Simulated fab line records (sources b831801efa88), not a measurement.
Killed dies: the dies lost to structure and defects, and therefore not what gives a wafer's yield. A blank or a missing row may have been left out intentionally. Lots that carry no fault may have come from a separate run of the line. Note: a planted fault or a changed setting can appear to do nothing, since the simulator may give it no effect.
fab line records ; flow sky130
[record] lots = 14; wafers = 42; last_day = 50
route steps=708 shown VT_ADJUST_PCH@153 SONOS_ONO@182 POLY_GATE@228 LDD_N@249 PAD_OPEN@708
lots with no fault: from the same line, run without faults
start_h: hours from the record's opening day to when the first of the lot's shown wafers began ; wait_h: time in hours since the lot's previous step ; " repeats the value in the row above ; L1.1+2: one row covering several wafers at once ; - value missing, or start not given ; * or withheld: withheld ; < > ~ a bound
route shown NAME@n: names a module that has steps shown in the file, with the first one's number in the route ; usual: mean/standard deviation of fault-free wafers ; same: alike in all rows ; chamber/n: place in a boat ; sites: the reading at each site ; _std_site: how widely they spread, as a standard deviation ; _edge_site: the outer-site mean with the inner-site mean subtracted ; radius_mm: for every site, how far away it sits from the centre of the wafer ; mask NAME#n: copy n ; behind: the last tool/chamber to shape the wafer ; hold: why the lot was held/for how many hours/how that ended ; device: names the non-switching transistor (n, p or np) ; end of line: the route-end tests of the same wafers ; a step without rows: its recipe alone ; killed: dies lost to structure and defects at the first sort, not the wafer's yield ; map: dies across one wafer; x = killed, . = not, _ = none there
set.NAME: the run value of the setting; set.NAME@STEP: its run value at that earlier step ; model.NAME: the simulator's own value behind a step, which no gauge read
the route's steps for a sample of lots (tables are steps, rows are wafers)
services: the hour from which a tool's chamber was out of use, counted from the record's first day as start_h (under 0 if before that day), plus the number of hours and why
[[steps]]
[step SKY_VT_ADJUST_PCH_TW_MEAS_10]
[usual] VT_ADJUST_PCH_TW = 142.7/0.86
lot.wafer;tool;chamber;start_h;wait_h;VT_ADJUST_PCH_TW
L624.1;film_metro-04;-;248.86;0.1;143.1
L624.2;film_metro-04;-;248.86;0.1;142.6
L624.6;film_metro-04;-;248.86;0.1;143.4
L626.4;film_metro-04;-;268.29;0.1;143.3
L626.5;film_metro-04;-;268.29;0.1;143.0
L626.6;film_metro-04;-;268.29;0.1;143.1
L628.2;film_metro-03;-;281.67;0.1;143.6
L628.4;film_metro-03;-;281.67;0.1;142.8
L628.6;film_metro-03;-;281.67;0.1;143.7
L629.2;film_metro-01;-;298.32;0.1;143.7
L629.4;film_metro-01;-;298.32;0.1;142.9
L629.5;film_metro-01;-;298.32;0.1;143.4
L631.1;film_metro-01;-;301.76;0.1;142.3
L631.5;film_metro-01;-;301.76;0.1;143.3
L631.6;film_metro-01;-;301.76;0.1;143.7
L630.3;film_metro-01;-;302.13;0.1;143.1
L630.5;film_metro-01;-;302.13;0.1;142.8
L630.6;film_metro-01;-;302.13;0.1;144.2
L632.2;film_metro-03;-;303.42;0.1;141.5
L632.3;film_metro-03;-;303.42;0.1;141.6
L632.4;film_metro-03;-;303.42;0.1;140.6
L633.2;film_metro-03;-;314.55;0.1;141.9
L633.3;film_metro-03;-;314.55;0.1;142.4
L633.5;film_metro-03;-;314.55;0.1;141.8
L635.2;film_metro-03;-;324.40;0.1;142.6
L635.4;film_metro-03;-;324.40;0.1;142.8
L635.5;film_metro-03;-;324.40;0.1;142.4
L634.2;film_metro-04;-;325.20;0.1;142.9
L634.3;film_metro-04;-;325.20;0.1;143.8
L634.4;film_metro-04;-;325.20;0.1;143.7
L636.1;film_metro-03;-;327.54;0.1;142.0
L636.4;film_metro-03;-;327.54;0.1;142.1
L636.6;film_metro-03;-;327.54;0.1;141.8
L643.1;film_metro-04;-;379.71;0.1;143.2
L643.3;film_metro-04;-;379.71;0.1;141.7
L643.5;film_metro-04;-;379.71;0.1;143.2
L642.1;film_metro-03;-;380.34;0.1;142.0
L642.2;film_metro-03;-;380.34;0.1;142.0
L642.4;film_metro-03;-;380.34;0.1;142.2
L644.2;film_metro-01;-;387.80;0.1;144.5
L644.3;film_metro-01;-;387.80;0.1;143.2
L644.5;film_metro-01;-;387.80;0.1;144.3
[step SKY_SONOS_ONO_OVL_MEAS_14]
[usual] SONOS_ONO_OVL = -1.1/1.5
lot.wafer;tool;chamber;start_h;wait_h;SONOS_ONO_OVL[nm]
L624.1;overlay-01;-;303.71;0.1;-2.9
L624.2;overlay-01;-;303.71;0.1;-2.6
L624.6;overlay-01;-;303.71;0.1;-1.8
L626.4;overlay-01;-;323.81;0.1;-2.6
L626.5;overlay-01;-;323.81;0.1;-2.1
L626.6;overlay-01;-;323.81;0.1;-2.0
L628.2;overlay-02;-;339.03;0.1;-0.4
L628.4;overlay-02;-;339.03;0.1;0.4
L628.6;overlay-02;-;339.03;0.1;-0.9
L629.2;overlay-02;-;355.51;0.1;-0.7
L629.4;overlay-02;-;355.51;0.1;-2.8
L629.5;overlay-02;-;355.51;0.1;-3.2
L631.1;overlay-02;-;360.23;0.1;-2.9
L631.5;overlay-02;-;360.23;0.1;-3.8
L631.6;overlay-02;-;360.23;0.1;-3.3
L630.3;overlay-01;-;360.54;0.1;0.1
L630.5;overlay-01;-;360.54;0.1;0.6
L630.6;overlay-01;-;360.54;0.1;-1.1
L632.2;overlay-02;-;361.78;0.1;1.0
L632.3;overlay-02;-;361.78;0.1;-0.4
L632.4;overlay-02;-;361.78;0.1;1.5
L633.2;overlay-01;-;374.30;0.1;0.7
L633.3;overlay-01;-;374.30;0.1;-0.5
L633.5;overlay-01;-;374.30;0.1;0.6
L635.2;overlay-01;-;381.10;0.1;0.1
L635.4;overlay-01;-;381.10;0.1;1.0
L635.5;overlay-01;-;381.10;0.1;-1.5
L634.2;overlay-01;-;384.90;0.1;-1.6
L634.3;overlay-01;-;384.90;0.1;-1.4
L634.4;overlay-01;-;384.90;0.1;-0.3
L636.1;overlay-02;-;385.10;0.1;0.5
L636.4;overlay-02;-;385.10;0.1;2.2
L636.6;overlay-02;-;385.10;0.1;-0.8
L643.1;overlay-01;-;444.39;0.1;-2.7
L643.3;overlay-01;-;444.39;0.1;-2.0
L643.5;overlay-01;-;444.39;0.1;-2.8
L642.1;overlay-02;-;444.69;0.1;-0.4
L642.2;overlay-02;-;444.69;0.1;-2.2
L642.4;overlay-02;-;444.69;0.1;-1.5
L644.2;overlay-02;-;457.95;0.1;-3.4
L644.3;overlay-02;-;457.95;0.1;-1.5
L644.5;overlay-02;-;457.95;0.1;-1.4
[step SKY_POLY_GATE_OVL_MEAS_14]
[usual] POLY_GATE_OVL = -2/5.8
lot.wafer;tool;chamber;start_h;wait_h;POLY_GATE_OVL[nm]
L624.1;overlay-02;-;392.63;0.1;0
L624.2;overlay-02;-;392.63;0.1;-2
L624.6;overlay-02;-;392.63;0.1;-10
L626.4;overlay-01;-;413.86;0.1;-1
L626.5;overlay-01;-;413.86;0.1;-3
L626.6;overlay-01;-;413.86;0.1;4
L628.2;overlay-02;-;431.85;0.1;3
L628.4;overlay-02;-;431.85;0.1;4
L628.6;overlay-02;-;431.85;0.1;1
L629.2;overlay-02;-;455.63;0.1;-1
L629.4;overlay-02;-;455.63;0.1;-2
L629.5;overlay-02;-;455.63;0.1;-2
L631.1;overlay-02;-;458.29;0.1;-13
L631.5;overlay-02;-;458.29;0.1;-12
L631.6;overlay-02;-;458.29;0.1;5
L630.3;overlay-02;-;458.66;0.1;12
L630.5;overlay-02;-;458.66;0.1;2
L630.6;overlay-02;-;458.66;0.1;2
L632.2;overlay-02;-;462.30;0.1;-6
L632.3;overlay-02;-;462.30;0.1;2
L632.4;overlay-02;-;462.30;0.1;-3
L633.2;overlay-02;-;472.71;0.1;-9
L633.3;overlay-02;-;472.71;0.1;-9
L633.5;overlay-02;-;472.71;0.1;-11
L635.2;overlay-01;-;477.86;0.1;5
L635.4;overlay-01;-;477.86;0.1;7
L635.5;overlay-01;-;477.86;0.1;7
L636.1;overlay-01;-;483.88;0.1;0
L636.4;overlay-01;-;483.88;0.1;-2
L636.6;overlay-01;-;483.88;0.1;-1
L634.2;overlay-01;-;485.53;0.1;-1
L634.3;overlay-01;-;485.53;0.1;-11
L634.4;overlay-01;-;485.53;0.1;-1
L643.1;overlay-01;-;540.64;0.1;1
L643.3;overlay-01;-;540.64;0.1;-4
L643.5;overlay-01;-;540.64;0.1;0
L642.1;overlay-02;-;543.65;0.1;-9
L642.2;overlay-02;-;543.65;0.1;-14
L642.4;overlay-02;-;543.65;0.1;-12
L644.2;overlay-01;-;558.03;0.1;-3
L644.3;overlay-01;-;558.03;0.1;-6
L644.5;overlay-01;-;558.03;0.1;-2
[step SKY_LDD_N_IMPLANT_12]
[recipe] species = BF2; energy_kev = 50.67; dose_cm2 = 5e+12; tilt_deg = 30; rotation_deg = 0
[usual] beam_energy_keV = 50.675/0.017; beam_on_s = 9.99/0.17; dose_ions_cm2 = 5e+12/5.4e+09; faraday_current_uA = 28.2/0.48
lot.wafer;tool;chamber;start_h;wait_h;beam_energy_keV;beam_on_s;dose_ions_cm2;faraday_current_uA
L624.1;implanter-03;0;427.21;0.1;50.680;10.09;5.003e+12;28.0
L624.2;implanter-03;0;427.21;0.1;50.670;10.05;4.999e+12;28.0
L624.6;implanter-03;0;427.21;0.1;50.667;9.87;5.002e+12;28.5
L626.4;implanter-01;0;446.89;0.1;50.710;10.10;4.998e+12;28.0
L626.5;implanter-01;0;446.89;0.1;50.686;10.12;5.004e+12;27.8
L626.6;implanter-01;0;446.89;0.1;50.663;10.15;5.006e+12;27.8
L628.2;implanter-01;0;466.84;0.1;50.659;9.90;5.003e+12;28.4
L628.4;implanter-01;0;466.84;0.1;50.677;10.17;5e+12;27.9
L628.6;implanter-01;0;466.84;0.1;50.652;10.03;5.005e+12;28.2
L629.2;implanter-01;0;489.14;0.1;50.698;9.90;5.005e+12;28.4
L629.4;implanter-01;0;489.14;0.1;50.665;10.26;5.005e+12;27.5
L629.5;implanter-01;0;489.14;0.1;50.677;10.09;4.996e+12;27.8
L631.1;implanter-02;0;493.29;0.1;50.677;10.19;4.997e+12;27.7
L631.5;implanter-02;0;493.29;0.1;50.656;9.63;5.003e+12;29.1
L631.6;implanter-02;0;493.29;0.1;50.667;10.19;5.003e+12;27.6
L630.3;implanter-03;0;493.64;0.1;50.671;10.06;4.999e+12;28.0
L630.5;implanter-03;0;493.64;0.1;50.665;9.90;4.995e+12;28.5
L630.6;implanter-03;0;493.64;0.1;50.672;10.06;4.996e+12;28.1
L632.2;implanter-02;0;498.84;0.1;50.628;9.83;5.001e+12;28.6
L632.3;implanter-02;0;498.84;0.1;50.635;10.04;4.998e+12;28.3
L632.4;implanter-02;0;498.84;0.1;50.646;9.94;4.994e+12;28.4
L633.2;implanter-02;0;505.77;0.1;50.701;9.93;4.996e+12;28.3
L633.3;implanter-02;0;505.77;0.1;50.687;10.47;4.996e+12;26.9
L633.5;implanter-02;0;505.77;0.1;50.668;9.99;4.994e+12;28.3
L635.2;implanter-02;0;510.04;0.1;50.701;9.78;5.01e+12;28.7
L635.4;implanter-02;0;510.04;0.1;50.652;10.18;5.001e+12;27.5
L635.5;implanter-02;0;510.04;0.1;50.686;10.02;5.005e+12;28.2
L636.1;implanter-03;0;516.66;0.1;50.699;9.97;5e+12;28.4
L636.4;implanter-03;0;516.66;0.1;50.690;10.00;4.997e+12;28.1
L636.6;implanter-03;0;516.66;0.1;50.659;9.99;5.003e+12;28.3
L634.2;implanter-02;0;518.52;0.1;50.639;10.20;5.004e+12;27.7
L634.3;implanter-02;0;518.52;0.1;50.676;9.96;4.997e+12;28.3
L634.4;implanter-02;0;518.52;0.1;50.672;10.13;4.989e+12;27.6
L643.1;implanter-03;0;572.06;0.1;50.705;9.86;8.607e+12;49.3
L643.3;implanter-03;0;572.06;0.1;50.698;9.92;8.597e+12;48.9
L643.5;implanter-03;0;572.06;0.1;50.694;9.86;8.603e+12;49.2
L642.1;implanter-03;0;575.81;0.1;50.668;10.06;8.602e+12;48.1
L642.2;implanter-03;0;575.81;0.1;50.687;9.81;8.593e+12;49.5
L642.4;implanter-03;0;575.81;0.1;50.658;10.28;8.605e+12;47.3
L644.2;implanter-02;0;590.24;0.1;50.688;10.16;4.992e+12;27.9
L644.3;implanter-02;0;590.24;0.1;50.670;9.97;4.996e+12;28.3
L644.5;implanter-02;0;590.24;0.1;50.686;10.17;4.995e+12;27.8
[step SKY_PAD_OPEN_PROBE_99]
[usual] killed_at_M0_to_M3 = 44/6.8; killed_at_M4_up = 3.1/1.8; killed_at_contacts = 25/5.2; killed_at_front_end = 15/4.1; killed_at_other = 0.3/0.62; killed_dies = 88/9.4; killed_open = 48/7.1; killed_short = 40/6.1
[same] gross_dies = 492; killed_at_back_side = 0
lot.wafer;tool;chamber;start_h;wait_h;killed_at_M0_to_M3;killed_at_M4_up;killed_at_contacts;killed_at_front_end;killed_at_other;killed_dies;killed_open;killed_short
L642.4;prober-02;-;1186.13;0.2;48;6;22;21;0;97;53;43
// killed by level:class
L642.4 VIA3:geometric_particle:open=13 VIA1:geometric_particle:open=8 FIELD_ISO:geometric_particle:open=7 VIA1:geometric_particle:short=7 POLY_GATE:geometric_particle:open=6 CONTACT:geometric_particle:short=5 CONTACT:geometric_particle:open=5 METAL2:geometric_particle:short=5
[[services]]
tool;chamber;start_h;hours;kind
implanter-01;-;425.21;2.0;repair
implanter-03;-;430.03;4.2;repair
implanter-01;-;455.17;3.3;repair
implanter-02;-;479.38;2.4;repair
implanter-03;-;502.23;4.6;repair
implanter-03;-;536.98;1.1;repair
implanter-02;-;565.87;3.2;repair
[[key]]
[first_sign] step = SKY_LDD_N_IMPLANT_12; reading = dose_ions_cm2; direction = up; sigmas = 99+; usual = *; struck = *
[effect] step = SKY_LDD_N_IMPLANT_12; reading = faraday_current_uA; direction = up; sigmas = 43; usual = 28.2; struck = 48.7
met_at SKY_LDD_N_IMPLANT_12
struck_lots L642,L643
tester_left_out L642,L643
not_acting_at SKY_VT_ADJUST_PCH_TW_MEAS_10,SKY_SONOS_ONO_OVL_MEAS_14,SKY_POLY_GATE_OVL_MEAS_14
onset_between 516.66 572.06
[fault] kind = process_parameter_drift; tool = implanter-03; chamber = -; onset_h = 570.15; steps = SKY_LDD_N_IMPLANT_12; channel = dose_cm2; offset = *; shape = step; end_h = 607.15; acts_in = *; stated = *
// tester_left_out: of these lots the tester's yield and bins aren't shown, on N5 and GAA mostly nor the transistor test; their killed dies are dies lost to structure and defects alone, not to doping, threshold or leakage, so they don't give the yield
